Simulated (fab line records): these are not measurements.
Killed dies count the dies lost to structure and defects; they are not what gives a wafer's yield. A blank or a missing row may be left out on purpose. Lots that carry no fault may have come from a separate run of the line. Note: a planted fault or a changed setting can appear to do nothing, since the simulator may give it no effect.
Lot-split experiment    flow sfqLine    23 wafers read from 5 lots, route of 325 steps

== SPLIT DETAILS ==
At SFQ_TRILAYER_M2_LITHO_PEB_060 (peb time 60 s), the setting pebTempC was moved away from the recipe's 115 C on 8 of the 23 wafers read, by -1.9% to +2.4%. The other wafers ran this setting at the recipe's value.

== SPLIT TO READING: what lies between them in the file, 1 step ==
- SFQ_TRILAYER_M2_LITHO_DEVELOP_059: time 60 s

== THE READING ==
M2.cdNm (the simulator's own value, which no gauge read), in nm, at SFQ_TRILAYER_M2_BARC_OPEN_METAL_ETCH_077 (etches BARC in O2, target depth 125 nm, time 41.7 s). The file gives no usual value for it. Average 500.9 nm, standard deviation 1.2 nm, over the 15 wafers here run with the recipe.

wafer   tool, chamber at the split  pebTempC as run, C  against the recipe  M2.cdNm, nm  against lot-mates on the recipe
L074.1  lithoTrack-01, 0            117.8               +2.4%               453.6        -46.0
L074.2  lithoTrack-01, 0            117.8               +2.4%               454.8        -44.8
L074.3  lithoTrack-01, 0            115                 recipe              498.7        -
L074.4  lithoTrack-01, 0            115                 recipe              500.5        -
L074.6  lithoTrack-01, 0            117.8               +2.4%               454          -45.6
L075.3  lithoTrack-03, 0            115                 recipe              501.1        -
L075.4  lithoTrack-03, 0            115                 recipe              503.6        -
L075.5  lithoTrack-03, 0            115                 recipe              502.5        -
L076.2  lithoTrack-02, 0            112.8               -1.9%               543.3        +41.8
L076.3  lithoTrack-02, 0            115                 recipe              501.2        -
L076.4  lithoTrack-02, 0            112.8               -1.9%               542.9        +41.4
L076.5  lithoTrack-02, 0            115                 recipe              501.9        -
L076.6  lithoTrack-02, 0            112.8               -1.9%               542.8        +41.2
L077.1  lithoTrack-01, 0            115                 recipe              501.5        -
L077.3  lithoTrack-01, 0            115                 recipe              499.5        -
L077.4  lithoTrack-01, 0            116.9               +1.7%               468.5        -32.2
L077.5  lithoTrack-01, 0            115                 recipe              501          -
L077.6  lithoTrack-01, 0            116.9               +1.7%               466.9        -33.8
L083.2  lithoTrack-02, 0            115                 recipe              500.3        -
L083.3  lithoTrack-02, 0            115                 recipe              500.2        -
L083.4  lithoTrack-02, 0            115                 recipe              500.5        -
L083.5  lithoTrack-02, 0            115                 recipe              500.1        -
L083.6  lithoTrack-02, 0            115                 recipe              500.7        -

FIT RESULTS
A straight line over all 23 wafers: M2.cdNm changes by -20.4 nm for each +1% of pebTempC; r = -1.00; the points scatter about the line by 1.7 nm.
The same after taking each lot's own level away (the mean of its wafers on the recipe; 23 wafers): -20 nm for each +1%; r = -1.00; scatter 1.6 nm.
Per that fit: largest pebTempC move, reading shift of 49 nm.
Measured against the standard deviation above, the lots' own levels, which go from 499.60 to 502.40 nm, span 2.4 times it.
The two slopes are in agreement: the lot-to-lot level therefore moves the slope only a little.
Check: -48.2 nm against its lot-mates is what the line predicts for one of the wafers moved furthest among these (+2.4%) when that wafer is left out of the fit. It came out at -46 nm against them.

== THE OTHER SPLITS THESE WAFERS WENT THROUGH ==
Before the reading, these wafers also passed through other splits. Each is held against what the fit with the lots' levels taken away leaves over:
other split on the same wafers                  wafers away from the commonest value  r with M2.cdNm (lot level and that fit taken away)
SFQ_TRILAYER_L0_LITHO_COAT_005 spinRpm          6                                     +0.15
SFQ_TRILAYER_L0_VIA_LITHO_EXPOSE_014 doseMj     7                                     -0.08
SFQ_TRILAYER_I0_CMP_CMP_028 leaveAboveRefNm     9                                     +0.00
SFQ_TRILAYER_I0_VIA_LITHO_COAT_036 resistThkNm  7                                     +0.52
SFQ_TRILAYER_I0_VIA_ETCH_VIA_ETCH_034 sourceW   7                                     -0.14
SFQ_TRILAYER_M1_LITHO_COAT_044 spinRpm          11                                    -0.40
SFQ_TRILAYER_M1_ETCH_METAL_ETCH_042 timeS       7                                     -0.52
SFQ_TRILAYER_I1_VIA_LITHO_COAT_054 spinRpm      5                                     +0.19
SFQ_TRILAYER_M2_DEP_SPUTTER_055 timeS           5                                     +0.11

== THE FILE'S OWN FIT ==
M2.cdNm changes by -19.8 nm for each +1% of pebTempC, r = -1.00.
